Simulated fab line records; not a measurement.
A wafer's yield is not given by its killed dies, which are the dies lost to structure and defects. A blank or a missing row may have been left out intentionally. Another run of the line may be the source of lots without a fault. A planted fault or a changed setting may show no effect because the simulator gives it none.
Chamber matching + flow gf180mcu + cmp-01 running GF_STI_CMP_25: 4 sister chambers
The step polishes, stops on Si3N4, t overpolish 33 s, target thk 524.6 nm. 15 wafers are shown with their chamber, then 7 later ones without.

WAFERS WITH THEIR CHAMBER
| wafer  | chamber | motor_current_A (A) | time_to_endpoint_s (s) | overpolish_run_s (s) |
|--------|---------|---------------------|------------------------|----------------------|
| L632.2 | 1       | 10.4                | 125                    | 33.002               |
| L632.4 | 3       | 13.2                | 121                    | 33.012               |
| L632.6 | 3       | 12.8                | 122                    | 32.987               |
| L638.1 | 0       | 12.2                | 123                    | 32.992               |
| L638.3 | 3       | 12.7                | 125                    | 32.991               |
| L638.5 | 2       | 11.8                | 126                    | 33.008               |
| L639.1 | 3       | 13.3                | 125                    | 33.002               |
| L639.2 | 0       | 12.9                | 118                    | 33.005               |
| L639.4 | 2       | 12.1                | 123                    | 32.982               |
| L640.2 | 1       | 10.9                | 130                    | 32.995               |
| L640.3 | 3       | 12.4                | 124                    | 32.999               |
| L640.4 | 0       | 11.9                | 126                    | 33.020               |
| L641.4 | 3       | 13.0                | 128                    | 33.001               |
| L641.5 | 2       | 11.9                | 123                    | 32.989               |
| L641.6 | 3       | 12.3                | 127                    | 33.004               |

SIGNATURES (averages over the wafers above)
| reading            | chamber 0 | chamber 1 | chamber 2 | chamber 3 | scatter within a chamber |
|--------------------|-----------|-----------|-----------|-----------|--------------------------|
| motor_current_A    | 12.333    | 10.650    | 11.933    | 12.814    | 0.377                    |
| time_to_endpoint_s | 122.33    | 127.50    | 124.00    | 124.57    | 2.84                     |
| overpolish_run_s   | 33.00567  | 32.99850  | 32.99300  | 32.99943  | 0.0104                   |
Rule: for each reading, subtract the chamber's mean from the wafer's reading, divide by that reading's scatter and square the result; add these up over the readings and take the root, which gives the wafer's distance from the chamber. The wafer belongs to the nearest chamber; if the next one is less than 2 further off, it can't be placed. How the scatter is found: for the shown wafers, subtract from each reading the mean of its chamber, square and add these, divide the total by (wafers less chambers), then take the root.

WAFERS WHOSE CHAMBER IS MISSING
| wafer  | motor_current_A (A) | time_to_endpoint_s (s) | overpolish_run_s (s) |
|--------|---------------------|------------------------|----------------------|
| L642.5 | 12.2                | 124                    | 33.004               |
| L642.6 | 12.1                | 119                    | 33.008               |
| L644.2 | 11.1                | 132                    | 33.002               |
| L646.2 | 10.6                | 117                    | 32.998               |
| L646.5 | 12.6                | 120                    | 33.002               |
| L647.2 | 10.8                | 123                    | 32.987               |
| L647.6 | 10.5                | 121                    | 32.996               |

CHAMBER TAKEN BY EACH
| wafer  | from the rows above          | in truth |
|--------|------------------------------|----------|
| L642.5 | can't be placed: 0 or 2 or 3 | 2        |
| L642.6 | can't be placed: 0 or 2 or 3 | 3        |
| L644.2 | can't be placed: 1 or 2      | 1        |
| L646.2 | can't be placed: 1 or 2 or 0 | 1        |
| L646.5 | can't be placed: 0 or 3 or 2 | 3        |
| L647.2 | can't be placed: 1 or 2      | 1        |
| L647.6 | can't be placed: 1 or 2      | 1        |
Correct placement for 0 of the 7. Can't be placed from these rows: 7 (the true chamber is among the candidates in 7). Placed wrongly: 0.
